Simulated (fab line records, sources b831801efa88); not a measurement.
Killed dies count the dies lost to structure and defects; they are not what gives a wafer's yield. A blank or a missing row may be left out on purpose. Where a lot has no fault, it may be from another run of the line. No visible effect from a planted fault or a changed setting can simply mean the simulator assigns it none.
Commonality check across tools / flow sky130 / 13 lots and 39 wafers in the sample

== WHY THIS WAS OPENED ==
At SKY_NWELL_OVL_MEAS_23 the reading NWELL_01_OVL is flagged on 4 of 13 lots. Fault-free wafers read 0.8 nm, with a standard deviation of 1.4.
Rule: flag the lot when none of its wafers has a number, or when each of its wafers that has one lies beyond 4 standard deviations from that mean. The rest of the lots are taken to be sound.

lot=L612; measured=day 5 13:13; on=overlay-02; NWELL_01_OVL (nm), wafer by wafer=2.5 3.0 -0.1; flag=
lot=L613; measured=day 5 18:07; on=overlay-01; NWELL_01_OVL (nm), wafer by wafer=0.4 1.5 2.3; flag=
lot=L614; measured=day 6 00:34; on=overlay-02; NWELL_01_OVL (nm), wafer by wafer=-0.1 2.8 0.1; flag=
lot=L615; measured=day 6 08:01; on=overlay-02; NWELL_01_OVL (nm), wafer by wafer=-0.6 0.0 0.6; flag=
lot=L617; measured=day 6 15:49; on=overlay-02; NWELL_01_OVL (nm), wafer by wafer=-92.5 -92.5 -93.3; flag=FLAGGED
lot=L620; measured=day 7 13:54; on=overlay-01; NWELL_01_OVL (nm), wafer by wafer=-94.7 -96.0 -95.8; flag=FLAGGED
lot=L622; measured=day 7 22:01; on=overlay-02; NWELL_01_OVL (nm), wafer by wafer=-92.7 -96.1 -94.4; flag=FLAGGED
lot=L623; measured=day 8 00:33; on=overlay-02; NWELL_01_OVL (nm), wafer by wafer=-91.2 -91.6 -90.5; flag=FLAGGED
lot=L628; measured=day 9 10:16; on=overlay-01; NWELL_01_OVL (nm), wafer by wafer=-0.9 0.7 0.5; flag=
lot=L630; measured=day 9 22:55; on=overlay-01; NWELL_01_OVL (nm), wafer by wafer=-3.9 -1.0 -1.1; flag=
lot=L629; measured=day 9 23:40; on=overlay-02; NWELL_01_OVL (nm), wafer by wafer=3.3 1.8 1.2; flag=
lot=L632; measured=day 10 11:28; on=overlay-02; NWELL_01_OVL (nm), wafer by wafer=1.4 -0.9 -1.3; flag=
lot=L634; measured=day 11 00:10; on=overlay-02; NWELL_01_OVL (nm), wafer by wafer=-0.9 -0.7 -1.1; flag=
The numbers of the flagged lots are -93.4 nm on average: -94.2 nm against the usual, or -67 standard deviations.

== WHICH TOOL EACH LOT WENT THROUGH ==
The record keeps 1 process step preceding the reading, out of 708 steps on the route. Cell contents, in order: the tool; ch with the chambers the sampled wafers went through; the start.
lot=L612; flag=; SKY_NWELL_EXPOSE_20=iline_stepper-02 ch 0, day 5 04:02
lot=L613; flag=; SKY_NWELL_EXPOSE_20=iline_stepper-01 ch 0, day 5 08:43
lot=L614; flag=; SKY_NWELL_EXPOSE_20=iline_stepper-02 ch 0, day 5 15:29
lot=L615; flag=; SKY_NWELL_EXPOSE_20=iline_stepper-02 ch 0, day 5 23:37
lot=L617; flag=FLAGGED; SKY_NWELL_EXPOSE_20=iline_stepper-01 ch 0, day 6 06:43
lot=L620; flag=FLAGGED; SKY_NWELL_EXPOSE_20=iline_stepper-01 ch 0, day 7 04:02
lot=L622; flag=FLAGGED; SKY_NWELL_EXPOSE_20=iline_stepper-01 ch 0, day 7 12:26
lot=L623; flag=FLAGGED; SKY_NWELL_EXPOSE_20=iline_stepper-01 ch 0, day 7 15:08
lot=L628; flag=; SKY_NWELL_EXPOSE_20=iline_stepper-02 ch 0, day 8 23:24
lot=L630; flag=; SKY_NWELL_EXPOSE_20=iline_stepper-02 ch 0, day 9 12:12
lot=L629; flag=; SKY_NWELL_EXPOSE_20=iline_stepper-02 ch 0, day 9 13:10
lot=L632; flag=; SKY_NWELL_EXPOSE_20=iline_stepper-02 ch 0, day 10 00:55
lot=L634; flag=; SKY_NWELL_EXPOSE_20=iline_stepper-02 ch 0, day 10 13:00
What is done by these steps:
- SKY_NWELL_EXPOSE_20: exposes mask NWM COMPLEMENT, target cd 840 nm.
- SKY_NWELL_OVL_MEAS_23

== FLAGGED OVER TOTAL, TOOL BY TOOL (the gauges that took the reading come last) ==
step=SKY_NWELL_EXPOSE_20; tool=iline_stepper-01; lots run=5; flagged=4; share of the flagged lots=all; sound lots run after its first flagged lot=0
step=SKY_NWELL_EXPOSE_20; tool=iline_stepper-02; lots run=8; flagged=0; share of the flagged lots=none; sound lots run after its first flagged lot=-
step=SKY_NWELL_OVL_MEAS_23; tool=overlay-01; lots run=4; flagged=1; share of the flagged lots=some; sound lots run after its first flagged lot=2 (L628,L630)
step=SKY_NWELL_OVL_MEAS_23; tool=overlay-02; lots run=9; flagged=3; share of the flagged lots=some; sound lots run after its first flagged lot=3 (L629,L632,L634)

== WHAT THE TABLE ALLOWS ==
Rows of the table that ran each flagged lot: 1, that is iline_stepper-01 at SKY_NWELL_EXPOSE_20.
- iline_stepper-01 at SKY_NWELL_EXPOSE_20: 4 of its 5 lots flagged. Last sound lot L613 at day 5 08:43, first flagged lot L617 at day 6 06:43; a fault beginning in between fits.
One tool is left: iline_stepper-01 at SKY_NWELL_EXPOSE_20.

== WHAT THE SIMULATOR HAD PUT IN ==
Scanner matching overlay: iline_stepper-01, from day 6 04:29 on, at SKY_NWELL_EXPOSE_20. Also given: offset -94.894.
Struck lots among those shown: L617, L620, L622, L623. This agrees with what the rule above found.
